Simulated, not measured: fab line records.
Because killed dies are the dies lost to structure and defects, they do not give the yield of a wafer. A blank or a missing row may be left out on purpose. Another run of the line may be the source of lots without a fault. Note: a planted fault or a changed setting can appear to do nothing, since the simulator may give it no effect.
A lot that was struck, set against a sound lot ; flow gf180mcu ; 14 steps out of a route of 602
Sound: the wafers L204.3, L204.4, L204.5. The struck wafers were L202.1, L202.3, L202.4. The cause is named last.
Order at every step that has rows: each side's tool, ch and its chambers, its first start. Under that, the readings that differ: sound wafers ; struck wafers ; difference of the means ; sigmas: that difference in standard deviations of wafers without a fault.
alike: words and numbers the same on both sides, and readings whose means are apart by under 2 such deviations; not compared: readings that were withheld, readings missing a value for some wafer, numbers with overlapping values and no deviation given by the record, and bounds like >300 which may hide the same value.
Wherever a step has rows on one side only, a row that says differs or no value, or a row with sigmas, the two part there. Non-overlapping numbers with no deviation appear without sigmas and do not part them. Lack of a reading on every wafer of one side parts them only where that side has two or more wafers.

GF_V2_THK_MEAS_01:
  sound: film-metro-03 at day 26 22:58; struck: film-metro-03 at day 26 05:24
  alike: V2_CVD_00_THK
GF_V2_CVD_02: deposits SiO2 from TEOS, target thk 850 nm, time 94.851 s.
  sound on pecvd-04 ch 0,2, day 26 23:00; struck on pecvd-02 ch 1,2, day 26 05:28
  alike: heater-power-w
GF_V2_THK_MEAS_03:
  sound: film-metro-04 at day 26 23:05; struck: film-metro-04 at day 26 05:34
  alike: V2_CVD_02_THK
GF_V2_CMP_04: polishes SiO2.
  sound on cmp-01 ch 0,1, day 26 23:08; struck on cmp-01 ch 0,1,2, day 26 05:37
  alike: head-pressure-psi, motor-current-A, time-to-endpoint-s
GF_V2_BOW_MEAS_05:
  sound: film-metro-04 at day 26 23:28; struck: film-metro-04 at day 26 05:55
  alike: V2_BOW
then, 7 steps without rows for these wafers: GF_V2_DEHYDRATE_06 (time 60 s); GF_V2_HMDS_07 (prime time 60 s); GF_V2_COAT_08; GF_V2_COAT_09 (resist thk 1000 nm); GF_V2_SOFTBAKE_10 (time 60 s); GF_V2_EXPOSE_11 (exposes mask Via2, target cd 260 nm); GF_V2_PEB_12 (peb time 90 s).
GF_V2_DEVELOP_13: develop time 60 s.
  sound on litho-track-02 ch 0, day 27 19:59; struck on litho-track-03, day 27 02:10
  no value came back on the struck wafers for chill-plate-temp-C (C), develop-time-s (s), developer-temp-C (C); on the sound wafers chill-plate-temp-C (C) reads 23.08 23.04 22.93
reading;sound;struck;difference;sigmas
model.KrF_of_V2_COAT_09.thk-nm (nm);983.6 982.7 981.7;1003 1003 1002;+20;
GF_V2_CD_MEAS_14: target cd 260 nm.
  sound: cd-sem-02 at day 27 20:08; struck: cd-sem-01 at day 27 02:19
reading;sound;struck;difference;sigmas
cd-nm (nm);259.0 258.8 260.0;- - -;no value on the struck wafers;

== WHERE THEY PART ==
First at GF_V2_DEVELOP_13; last, within this record, at GF_V2_CD_MEAS_14.

WHY: what the simulator had put in
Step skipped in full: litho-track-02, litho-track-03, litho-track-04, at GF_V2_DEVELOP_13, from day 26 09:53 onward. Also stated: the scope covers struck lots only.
